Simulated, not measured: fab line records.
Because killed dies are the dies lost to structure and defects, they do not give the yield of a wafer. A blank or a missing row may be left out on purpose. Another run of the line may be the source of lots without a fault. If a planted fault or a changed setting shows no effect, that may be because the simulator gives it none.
One fault through the eyes of 2 desks :: flow sky130 :: each desk holds nothing but its own numbers, with what lay behind them at the end

== AT THE TOOL OWNER'S DESK: lpcvd-02 ==
The tool's own readings at SKY_POLY_GATE_CVD_03 (deposits Si3N4 from DCS/NH3, target thk 75 nm, time 1290 s): means of the sampled wafers that have a number, for each lot that ran on this tool. A lot is out of limits, marked OUT, if its mean lies more than 4 standard deviations from the usual mean; the brackets give that distance.
Columns: A = pressure-mtorr at SKY_POLY_GATE_CVD_03, usual 249.9 mTorr; B = spike-tc-bottom-C at SKY_POLY_GATE_CVD_03, usual 790.2 C
lot: L544
first seen here: day 14 18:57
A: 249.9
B: 790.1

lot: L545
first seen here: day 14 23:18
A: 249.2
B: 790.8

lot: L546
first seen here: day 15 14:36
A: 248.7
B: 791.5

lot: L548
first seen here: day 16 10:43
A: 250.2
B: 789.3

lot: L554
first seen here: day 19 19:10
A: 249.4
B: 789.5

lot: L556
first seen here: day 20 11:47
A: 250.3
B: 792.0

lot: L558
first seen here: day 20 18:20
A: 250.0
B: 790.2

lot: L564
first seen here: day 22 10:22
A: 249.6
B: 789.0

lot: L565
first seen here: day 22 18:11
A: 250.3
B: 791.0

lot: L566
first seen here: day 22 21:07
A: 249.8
B: 791.1

lot: L567
first seen here: day 23 10:19
A: 249.5
B: 790.5
This desk's finding: nothing out of limits on any of the 11 lots.

== AT THE METROLOGY DESK ==
Lot by lot, what the gauges showed, no matter which tool ran the lot: averages of those sampled wafers that carry a number. A lot is out of limits, marked OUT, if its mean lies more than 4 standard deviations from the usual mean; the brackets give that distance.
Columns: A = cd-nm at SKY_POLY_GATE_CD_MEAS_22, usual 150.1 nm
lot: L544
first seen here: day 16 02:56
A: 146.1

lot: L545
first seen here: day 16 06:23
A: 148.4

lot: L546
first seen here: day 17 00:59
A: 150.7

lot: L548
first seen here: day 17 19:24
A: 147.6

lot: L554
first seen here: day 21 04:11
A: 150.1

lot: L556
first seen here: day 21 21:09
A: 149.1

lot: L558
first seen here: day 22 04:35
A: 149.7

lot: L564
first seen here: day 23 19:54
A: 154.0

lot: L565
first seen here: day 24 03:13
A: 147.9

lot: L566
first seen here: day 24 06:00
A: 150.4

lot: L567
first seen here: day 24 19:51
A: 150.3
This desk's finding: nothing out of limits on any of the 11 lots.

== PUT TOGETHER ==
The desk of the tool owner found nothing out of limits.
From the metrology desk's view, nothing was out of limits.

== WHAT THE SIMULATOR HAD PUT IN ==
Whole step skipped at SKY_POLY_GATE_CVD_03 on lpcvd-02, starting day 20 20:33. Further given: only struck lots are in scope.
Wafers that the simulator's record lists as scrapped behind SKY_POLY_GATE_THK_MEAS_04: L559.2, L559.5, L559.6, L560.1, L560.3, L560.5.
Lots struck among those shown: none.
